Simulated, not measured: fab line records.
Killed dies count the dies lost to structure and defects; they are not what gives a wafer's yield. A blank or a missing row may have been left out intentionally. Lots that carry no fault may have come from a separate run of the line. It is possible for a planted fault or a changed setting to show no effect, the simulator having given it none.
Which of the tools did it? | flow sfq-line | 15 lots, 43 wafers sampled, at 2 steps of a route of 325

== WHAT THE GAUGES READ, wafer by wafer ==
SFQ_I0_BOW_MEAS_907.
lot  | measured     | on            | I0_BOW (um)
L609 | day 10 21:45 | film-metro-02 | -10 -12 -4
L610 | day 11 11:23 | film-metro-04 | -4 1 -2
L611 | day 11 18:36 | film-metro-04 | -4 -8 3
L612 | day 12 15:38 | film-metro-01 | -2 -3 -1
L613 | day 13 00:28 | film-metro-04 | 14 4 -4
L614 | day 13 10:28 | film-metro-01 | -5 -7 2
L617 | day 14 09:35 | film-metro-01 | -1 -1 -5
L618 | day 14 14:23 | film-metro-02 | 0 6 -3
L620 | day 15 04:34 | film-metro-01 | 10 15 - -
L623 | day 16 07:13 | film-metro-04 | 0 1 -2 - - -
L624 | day 16 18:05 | film-metro-02 | -4 -6 - -
L629 | day 19 22:55 | film-metro-02 | 11 1 -1
L630 | day 20 13:16 | film-metro-04 | 10 5 -8
L631 | day 20 18:39 | film-metro-02 | -12 -3 -9
L632 | day 21 01:53 | film-metro-02 | 0 -2 -3

== TOOL THAT RAN EACH LOT (tool first, then ch and the chambers of the sampled wafers, then the start) ==
lot  | SFQ_TRILAYER_I0_CMP_CMP_028
L609 | cmp-02 ch 0,2,3, day 10 19:15
L610 | cmp-02 ch 0,1,3, day 11 08:52
L611 | cmp-01 ch 0,1,3, day 11 15:36
L612 | cmp-02 ch 0,2,3, day 12 12:38
L613 | cmp-01 ch 1,3, day 12 21:58
L614 | cmp-02 ch 1,2,3, day 13 07:28
L617 | cmp-02 ch 0,1,3, day 14 06:35
L618 | cmp-02 ch 0,1,2, day 14 11:23
L620 | cmp-02 ch 0,3, day 15 01:31
L623 | cmp-02 ch 2,3, day 16 04:40
L624 | cmp-02 ch 0,2, day 16 15:05
L629 | cmp-02 ch 0,1,2, day 19 20:55
L630 | cmp-01 ch 1,2,3, day 20 10:16
L631 | cmp-02 ch 0,2,3, day 20 15:38
L632 | cmp-02 ch 0,1,2, day 20 23:22
- SFQ_TRILAYER_I0_CMP_CMP_028: polishes SiO2.

== AS READ BY THE TOOLS THEMSELVES (means over the sampled wafers that have a number; for cases with no such wafer, the mark the record gives instead) ==
SFQ_TRILAYER_I0_CMP_CMP_028.
lot  | tool   | motor-current-A (A) | slurry-flow-ml-min | time-to-endpoint-s (s)
L609 | cmp-02 | 9.9                 | 150.3              | 214
L610 | cmp-02 | 9.7                 | 150.0              | 216
L611 | cmp-01 | 9.8                 | 150.4              | 217
L612 | cmp-02 | 9.9                 | 149.8              | 212
L613 | cmp-01 | 9.5                 | 149.9              | 211
L614 | cmp-02 | 10.1                | 150.2              | 213
L617 | cmp-02 | 9.6                 | 150.1              | 207
L618 | cmp-02 | 10.1                | 149.5              | 210
L620 | cmp-02 | 9.6                 | 149.2              | 216
L623 | cmp-02 | 10.4                | 150.1              | 221
L624 | cmp-02 | 10.1                | 150.8              | 222
L629 | cmp-02 | 10.1                | 150.3              | 206
L630 | cmp-01 | 9.9                 | 150.3              | 210
L631 | cmp-02 | 9.9                 | 149.6              | 219
L632 | cmp-02 | 10.1                | 149.5              | 215

== THE ANSWER, worked out from the rows above alone ==
Rule: the usual values come from the lots themselves. The widest of any qualifying gaps counts: lots, ordered by their means at a reading, are off when they make up no more than a third of the lots, leave a main group of 4 or more, and stand apart from it by 3 or more times the standard deviation of that group's means. If all means in a main group match to the digits the tables above print for the reading, that group is not used. A lot without any number at a reading at which 4 lots or more have one is off too. Any other lot the step has rows for is counted as sound. Order of review: gauges by route order, followed by the tools' own readings, for which a lot's mean as printed above is used. The first step at which some lot is off is used, and at that step the reading that is off furthest; a lot without a number counts as furthest.
None of the lots is off at any reading shown; this tells nothing.

== WHAT THE SIMULATOR HAD INSERTED ==
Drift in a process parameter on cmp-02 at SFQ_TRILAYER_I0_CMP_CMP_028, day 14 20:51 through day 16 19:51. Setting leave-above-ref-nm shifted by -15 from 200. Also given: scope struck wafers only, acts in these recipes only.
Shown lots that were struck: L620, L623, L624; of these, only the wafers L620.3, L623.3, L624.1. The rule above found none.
